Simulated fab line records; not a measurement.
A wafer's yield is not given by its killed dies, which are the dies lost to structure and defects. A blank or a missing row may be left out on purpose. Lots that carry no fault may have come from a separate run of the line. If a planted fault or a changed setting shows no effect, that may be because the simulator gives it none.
Which tool did it? / flow sky130 / 13 lots with 39 wafers sampled at 4 steps, on a route of 708 steps

== WHAT EACH GAUGE READ, for each wafer ==
SKY_VIA3_THK_MEAS_01.
lot=L883; measured=day 38 09:42; on=film-metro-04; VIA3_HDPCVD_THK (nm)=1638 1637 1627
lot=L884; measured=day 38 18:29; on=film-metro-03; VIA3_HDPCVD_THK (nm)=1615 1631 1608
lot=L885; measured=day 39 00:56; on=film-metro-03; VIA3_HDPCVD_THK (nm)=1632 1637 1623
lot=L886; measured=day 39 11:42; on=film-metro-04; VIA3_HDPCVD_THK (nm)=1631 1651 1631
lot=L887; measured=day 39 09:41; on=film-metro-04; VIA3_HDPCVD_THK (nm)=1610 1611 1618
lot=L889; measured=day 40 09:59; on=film-metro-01; VIA3_HDPCVD_THK (nm)=1614 1616 1614
lot=L890; measured=day 40 16:32; on=film-metro-01; VIA3_HDPCVD_THK (nm)=1619 1623 1620
lot=L891; measured=day 41 05:33; on=film-metro-01; VIA3_HDPCVD_THK (nm)=1638 1662 1638
lot=L897; measured=day 42 18:35; on=film-metro-01; VIA3_HDPCVD_THK (nm)=1629 1635 1649
lot=L898; measured=day 43 03:45; on=film-metro-03; VIA3_HDPCVD_THK (nm)=1651 1646 1645
lot=L899; measured=day 43 05:15; on=film-metro-01; VIA3_HDPCVD_THK (nm)=1618 1617 1638
lot=L901; measured=day 43 18:32; on=film-metro-01; VIA3_HDPCVD_THK (nm)=1660 1665 1659
lot=L906; measured=day 44 19:21; on=film-metro-03; VIA3_HDPCVD_THK (nm)=1625 1623 1654

== EACH LOT AND THE TOOL THAT RAN IT (in order: tool; ch and the chambers of the sampled wafers; start) ==
lot=L883; SKY_FIELD_ISO_WET_ETCH_18=wet-bench-02 ch 1, day 2 04:07; SKY_VIA2_CVD_21=cvd-w-02 ch 0,1, day 36 03:14; SKY_METAL3_ETCH_17=rie-diel-01 ch 0,3, day 38 08:45
lot=L884; SKY_FIELD_ISO_WET_ETCH_18=wet-bench-01 ch 3, day 2 12:58; SKY_VIA2_CVD_21=cvd-w-02 ch 0,1, day 36 12:14; SKY_METAL3_ETCH_17=rie-diel-03 ch 0,3, day 38 17:31
lot=L885; SKY_FIELD_ISO_WET_ETCH_18=wet-bench-01 ch 0, day 2 18:49; SKY_VIA2_CVD_21=cvd-w-02 ch 0,1, day 36 19:35; SKY_METAL3_ETCH_17=rie-diel-02 ch 0,3, day 38 23:55
lot=L886; SKY_FIELD_ISO_WET_ETCH_18=wet-bench-03 ch 3, day 2 23:53; SKY_VIA2_CVD_21=cvd-w-01 ch 0,1, day 37 05:52; SKY_METAL3_ETCH_17=rie-diel-03 ch 1,3, day 39 10:44
lot=L887; SKY_FIELD_ISO_WET_ETCH_18=wet-bench-03 ch 2, day 3 05:05; SKY_VIA2_CVD_21=cvd-w-02 ch 0,1, day 37 04:29; SKY_METAL3_ETCH_17=rie-diel-01 ch 0,1,3, day 39 08:43
lot=L889; SKY_FIELD_ISO_WET_ETCH_18=wet-bench-01 ch 1, day 3 12:27; SKY_VIA2_CVD_21=cvd-w-02 ch 0,1, day 38 04:10; SKY_METAL3_ETCH_17=rie-diel-03 ch 0,3, day 40 08:26
lot=L890; SKY_FIELD_ISO_WET_ETCH_18=wet-bench-03 ch 2, day 3 17:07; SKY_VIA2_CVD_21=cvd-w-01 ch 0,1, day 38 12:08; SKY_METAL3_ETCH_17=rie-diel-01 ch 2,3, day 40 15:31
lot=L891; SKY_FIELD_ISO_WET_ETCH_18=wet-bench-02 ch 0, day 3 23:05; SKY_VIA2_CVD_21=cvd-w-01 ch 0,1, day 39 02:11; SKY_METAL3_ETCH_17=rie-diel-02 ch 1,2,3, day 41 04:35
lot=L897; SKY_FIELD_ISO_WET_ETCH_18=wet-bench-03 ch 0, day 5 04:49; SKY_VIA2_CVD_21=cvd-w-02 ch 0,1, day 40 16:52; SKY_METAL3_ETCH_17=rie-diel-02 ch 0,3, day 42 17:26
lot=L898; SKY_FIELD_ISO_WET_ETCH_18=wet-bench-01 ch 1, day 5 11:45; SKY_VIA2_CVD_21=cvd-w-02 ch 0,1, day 41 00:59; SKY_METAL3_ETCH_17=rie-diel-03 ch 0,1,3, day 43 02:47
lot=L899; SKY_FIELD_ISO_WET_ETCH_18=wet-bench-02 ch 3, day 5 16:52; SKY_VIA2_CVD_21=cvd-w-01 ch 0,1, day 41 04:52; SKY_METAL3_ETCH_17=rie-diel-02 ch 0,3, day 43 04:11
lot=L901; SKY_FIELD_ISO_WET_ETCH_18=wet-bench-01 ch 1, day 6 03:11; SKY_VIA2_CVD_21=cvd-w-02 ch 0,1, day 41 17:52; SKY_METAL3_ETCH_17=rie-diel-02 ch 0,1,3, day 43 17:32
lot=L906; SKY_FIELD_ISO_WET_ETCH_18=wet-bench-02 ch 2, day 7 09:16; SKY_VIA2_CVD_21=cvd-w-02 ch 0,1, day 42 20:07; SKY_METAL3_ETCH_17=rie-diel-03 ch 0,2,3, day 44 18:23
- SKY_FIELD_ISO_WET_ETCH_18: etches Si3N4 in H3PO4, target depth 25 nm, time 286 s.
- SKY_VIA2_CVD_21: deposits W, target thk 420 nm, time 126.4 s.
- SKY_METAL3_ETCH_17: etches SiO2 in C4F8/O2/Ar, stops on TiN, time 3.9 s, target depth 15 nm.

== WHAT THE TOOLS THEMSELVES READ (means of the sampled wafers that have a number; where no wafer has one, the mark that the record gives instead) ==
SKY_FIELD_ISO_WET_ETCH_18.
lot=L883; tool=wet-bench-02; bath-guard-temp-C (C)=159.8; run-length-s (s)=313
lot=L884; tool=wet-bench-01; bath-guard-temp-C (C)=159.9; run-length-s (s)=320
lot=L885; tool=wet-bench-01; bath-guard-temp-C (C)=160.3; run-length-s (s)=310
lot=L886; tool=wet-bench-03; bath-guard-temp-C (C)=159.7; run-length-s (s)=320
lot=L887; tool=wet-bench-03; bath-guard-temp-C (C)=160.0; run-length-s (s)=321
lot=L889; tool=wet-bench-01; bath-guard-temp-C (C)=160.3; run-length-s (s)=312
lot=L890; tool=wet-bench-03; bath-guard-temp-C (C)=160.4; run-length-s (s)=451
lot=L891; tool=wet-bench-02; bath-guard-temp-C (C)=159.7; run-length-s (s)=313
lot=L897; tool=wet-bench-03; bath-guard-temp-C (C)=160.5; run-length-s (s)=447
lot=L898; tool=wet-bench-01; bath-guard-temp-C (C)=160.4; run-length-s (s)=312
lot=L899; tool=wet-bench-02; bath-guard-temp-C (C)=159.8; run-length-s (s)=320
lot=L901; tool=wet-bench-01; bath-guard-temp-C (C)=160.3; run-length-s (s)=312
lot=L906; tool=wet-bench-02; bath-guard-temp-C (C)=160.4; run-length-s (s)=320

SKY_VIA2_CVD_21.
lot=L883; tool=cvd-w-02; heater-power-outer-w (W)=494; heater-power-w (W)=854
lot=L884; tool=cvd-w-02; heater-power-outer-w (W)=500; heater-power-w (W)=843
lot=L885; tool=cvd-w-02; heater-power-outer-w (W)=495; heater-power-w (W)=843
lot=L886; tool=cvd-w-01; heater-power-outer-w (W)=481; heater-power-w (W)=751
lot=L887; tool=cvd-w-02; heater-power-outer-w (W)=498; heater-power-w (W)=847
lot=L889; tool=cvd-w-02; heater-power-outer-w (W)=502; heater-power-w (W)=867
lot=L890; tool=cvd-w-01; heater-power-outer-w (W)=476; heater-power-w (W)=760
lot=L891; tool=cvd-w-01; heater-power-outer-w (W)=486; heater-power-w (W)=754
lot=L897; tool=cvd-w-02; heater-power-outer-w (W)=481; heater-power-w (W)=843
lot=L898; tool=cvd-w-02; heater-power-outer-w (W)=471; heater-power-w (W)=816
lot=L899; tool=cvd-w-01; heater-power-outer-w (W)=476; heater-power-w (W)=734
lot=L901; tool=cvd-w-02; heater-power-outer-w (W)=482; heater-power-w (W)=839
lot=L906; tool=cvd-w-02; heater-power-outer-w (W)=485; heater-power-w (W)=830

SKY_METAL3_ETCH_17.
lot=L883; tool=rie-diel-01; oes-product-au (a.u.)=0.754
lot=L884; tool=rie-diel-03; oes-product-au (a.u.)=0.748
lot=L885; tool=rie-diel-02; oes-product-au (a.u.)=0.756
lot=L886; tool=rie-diel-03; oes-product-au (a.u.)=0.757
lot=L887; tool=rie-diel-01; oes-product-au (a.u.)=0.753
lot=L889; tool=rie-diel-03; oes-product-au (a.u.)=0.765
lot=L890; tool=rie-diel-01; oes-product-au (a.u.)=0.769
lot=L891; tool=rie-diel-02; oes-product-au (a.u.)=0.753
lot=L897; tool=rie-diel-02; oes-product-au (a.u.)=0.760
lot=L898; tool=rie-diel-03; oes-product-au (a.u.)=0.751
lot=L899; tool=rie-diel-02; oes-product-au (a.u.)=0.755
lot=L901; tool=rie-diel-02; oes-product-au (a.u.)=0.753
lot=L906; tool=rie-diel-03; oes-product-au (a.u.)=0.749

== THE ANSWER, worked out from the rows above alone ==
Rule: the lots themselves supply what counts as usual. The widest of any qualifying gaps counts: lots, ordered by their means at a reading, are off when they make up no more than a third of the lots, leave a main group of 4 or more, and stand apart from it by 3 or more times the standard deviation of that group's means. A main group is skipped when, at the precision printed for the reading in the tables above, its means are all equal. A lot without any number at a reading at which 4 lots or more have one is off too. The other lots that the step has rows for count as sound. The gauges are gone through in route order, then the tools' own readings, and for those a lot's mean is taken as printed above. At the first step where some lot is off, the reading lying furthest off is the one used; lots without a number count as furthest.
Off: L890, L897, at SKY_FIELD_ISO_WET_ETCH_18 (run-length-s). Mean 316 s and standard deviation 4.2 in the main group.
If a tool, at that step or one of the process steps before it, ran each lot that is off and ran no sound lot following the first of them, it fits. One fits: SKY_FIELD_ISO_WET_ETCH_18 on wet-bench-03. A fault onset in the window from L887 (day 3 05:05, its last sound lot) to L890 (day 3 17:07, its first lot off) fits.
The tool's own readings at SKY_FIELD_ISO_WET_ETCH_18 bear it out: on the lots that are off they differ by more than 5 times the standard deviation of the sound lots' means. run-length-s reads 449 s there against 316 s on the sound lots.

== WHAT THE SIMULATOR PUT IN ==
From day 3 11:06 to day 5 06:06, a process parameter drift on wet-bench-03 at SKY_FIELD_ISO_WET_ETCH_18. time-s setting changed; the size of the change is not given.
Struck lots among those shown: L890, L897. This agrees with what the rule above found.
